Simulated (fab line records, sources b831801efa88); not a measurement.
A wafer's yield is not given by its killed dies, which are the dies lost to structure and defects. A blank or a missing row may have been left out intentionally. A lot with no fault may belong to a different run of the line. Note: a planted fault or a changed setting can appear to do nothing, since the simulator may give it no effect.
A single fault, viewed from 2 desks | flow sfqLine | numbers are kept per desk, each desk with only its own; the story behind them comes last

DESK OF THE TOOL OWNER: pvdSputter-04
The tool's own readings at SFQ_TRILAYER_M4_DEP_SPUTTER_091 (material Nb, target thk 200 nm, time 133.3 s): means of the sampled wafers that have a number, for each lot that ran on this tool. The brackets show how far a lot's mean lies from the usual mean; more than 4 standard deviations puts the lot out of limits, marked OUT.
Columns: A = throttleValvePct at SFQ_TRILAYER_M4_DEP_SPUTTER_091, usual 30.5 %
lot  | first seen here | A
L903 | day 44 02:01    | 31.3
L907 | day 51 23:53    | 30.1
L923 | day 55 02:00    | 31.2
This desk's verdict: no lot among the 3 shows anything out of limits.

THE METROLOGY DESK
What the gauges read, lot by lot, whatever tool the lot ran on: means of the sampled wafers that have a number. The brackets show how far a lot's mean lies from the usual mean; more than 4 standard deviations puts the lot out of limits, marked OUT.
Columns: A = M4_NB_RS at SFQ_M4_RS_MEAS_924, usual 0.890 ohm/sq; B = I4_BOW at SFQ_I4_BOW_MEAS_927, usual 4 um
lot  | first seen here | A                | B
L902 | day 43 21:11    | 0.881            | 0
L903 | day 44 02:08    | 0.880            | -9
L904 | day 44 05:09    | 0.896            | -10
L906 | day 51 22:46    | 0.904            | -0
L907 | day 52 00:02    | 0.886            | 10
L908 | day 52 01:12    | 0.890            | 13
L910 | day 52 05:59    | 0.894            | 12
L911 | day 52 14:23    | 0.879            | 2
L912 | day 53 02:24    | 0.880            | 4
L913 | day 53 16:48    | 0.884            | 3
L922 | day 55 01:29    | 0.885            | -6
L923 | day 55 02:05    | 0.794 (-9.9) OUT | 11
L925 | day 55 09:16    | 0.895            | 4
Per this desk, out of limits: L923; the first was L923, day 55 02:05 (M4_NB_RS at SFQ_M4_RS_MEAS_924). In limits: L902, L903, L904, L906, L907, L908, L910, L911, L912, L913, L922, L925.

ALL TOGETHER
The metrology desk could have raised an alarm at day 55 02:05, on L923.
Nothing out of limits was seen by the tool owner's desk.
On record at the tool owner's desk: L923, within its limits.
Of the lots named, all ran SFQ_TRILAYER_M4_DEP_SPUTTER_091 on pvdSputter-04.

WHAT THE SIMULATOR HAD PUT IN
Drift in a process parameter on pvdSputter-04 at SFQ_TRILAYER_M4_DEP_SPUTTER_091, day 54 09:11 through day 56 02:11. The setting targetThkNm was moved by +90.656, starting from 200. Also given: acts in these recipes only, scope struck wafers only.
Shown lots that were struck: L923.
Hours from the fault's start to each desk's first reading out of limits: the metrology desk, 17.
